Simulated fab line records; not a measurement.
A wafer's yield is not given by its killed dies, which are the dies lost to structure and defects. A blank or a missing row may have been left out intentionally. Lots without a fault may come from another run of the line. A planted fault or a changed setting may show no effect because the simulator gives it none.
Problem report in the 8D (eight disciplines) form, filled by code -- flow sky130 -- the parts of the form that need people (team, actions taken, sign-off) are left out

1. THE PROBLEM
SD_P_TW at SKY_SD_P_TW_MEAS_11 reads a mean of 2688 on 3 wafers of 3 lots; wafers without a fault read 2817 with a standard deviation of 18. That is -7.2 standard deviations from the usual mean.
First seen on wafer L478.4, day 31 01:34, on film_metro-03. Wafers with a number at this step in the record: 29, from 10 lots. Rule for "out", or "out of limits": more than 4 standard deviations from the usual mean. The other wafers with a number count as sound.

2. WHAT THIS IS AND IS NOT
question,is,is not
which readings at this step,SD_P_TW,-
which lots,"L478, L479, L481","L463, L466, L468, L470, L472, L483, L485"
which wafers of those lots,"L478.4, L479.4, L481.1","L478.6, L479.5, L479.6, L481.5, L481.6"
read on which gauges,"film_metro-02, film_metro-03",film_metro-04
when,from day 31 01:34,"up to then (16 sound wafers); but 10 sound wafers of L479, L481, L483, L485 came after"

3. THE SUSPECTS, EACH WITH WHAT RULES IT OUT
Counting: any tool at a process step up to the reading remains a suspect provided it ran every lot that is out. Sound lots after the first of them don't rule it out here, since some wafers of a struck lot are sound.
- the gauge at SKY_SD_P_TW_MEAS_11 has been ruled out. The wafers that are out were read on 2 gauges (film_metro-02, film_metro-03).
- implanter-02 at SKY_SD_P_IMPLANT_09: kept. It ran every lot that is out, first L478 (day 31 01:22); its last sound lot up to then is L472 (day 29 00:11). Out on those wafers are its own readings of beam_on_s, faraday_current_uA.
Left after counting: implanter-02 at SKY_SD_P_IMPLANT_09.

4. THE CAUSE (what the simulator had put in)
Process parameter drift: implanter-02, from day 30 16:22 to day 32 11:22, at SKY_SD_P_IMPLANT_09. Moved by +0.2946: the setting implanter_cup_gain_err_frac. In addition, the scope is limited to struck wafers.
The count eliminated every tool but this one.

5. THE CHAIN OF EFFECTS, in route order
Each row: a reading whose mean over the struck wafers that have a number lies more than 3 standard deviations from the usual. Scope: only readings with a usual standard deviation given in the record; hours: median across lots of the time from each lot's start at the first step in this table that gives one to its start at this step; sigmas: change in usual standard deviations.
hours,step,reading,usual,on struck wafers,change,sigmas
0,SKY_SD_P_IMPLANT_09,beam_on_s,13.7 s,10.3,-3.4,-4.2
0,SKY_SD_P_IMPLANT_09,faraday_current_uA,11964,15829,+3865,+5.9
0,SKY_SD_P_STRIP_10,strip_time_to_endpoint_s,17.52 s,17.05,-0.47,-13
0,SKY_SD_P_TW_MEAS_11,SD_P_TW,2817,2688,-129,-7.2
56,SKY_SD_N_RS_MEAS_17,SD_P_RS,147.0 ohm/sq,150.7,+3.7,+9.1
The process steps in it:
- SKY_SD_P_IMPLANT_09
- SKY_SD_P_STRIP_10: strips in O2/N2.

6. HOW IT WOULD HAVE BEEN CAUGHT EARLIER
In this record the first reading out of limits at a measuring or inspecting step was taken at day 31 01:34, 9 hours after the fault began at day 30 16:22.
The tool's own readings at SKY_SD_P_IMPLANT_09 were out on every struck wafer that the step has a row for (beam_on_s, faraday_current_uA): an alarm limit on them would have fired on the first of those.
Among the 3 lots that are out, L479, L481 began SKY_SD_P_IMPLANT_09 on implanter-02 after day 31 01:34. A hold on the tool at that time would have spared those 2.
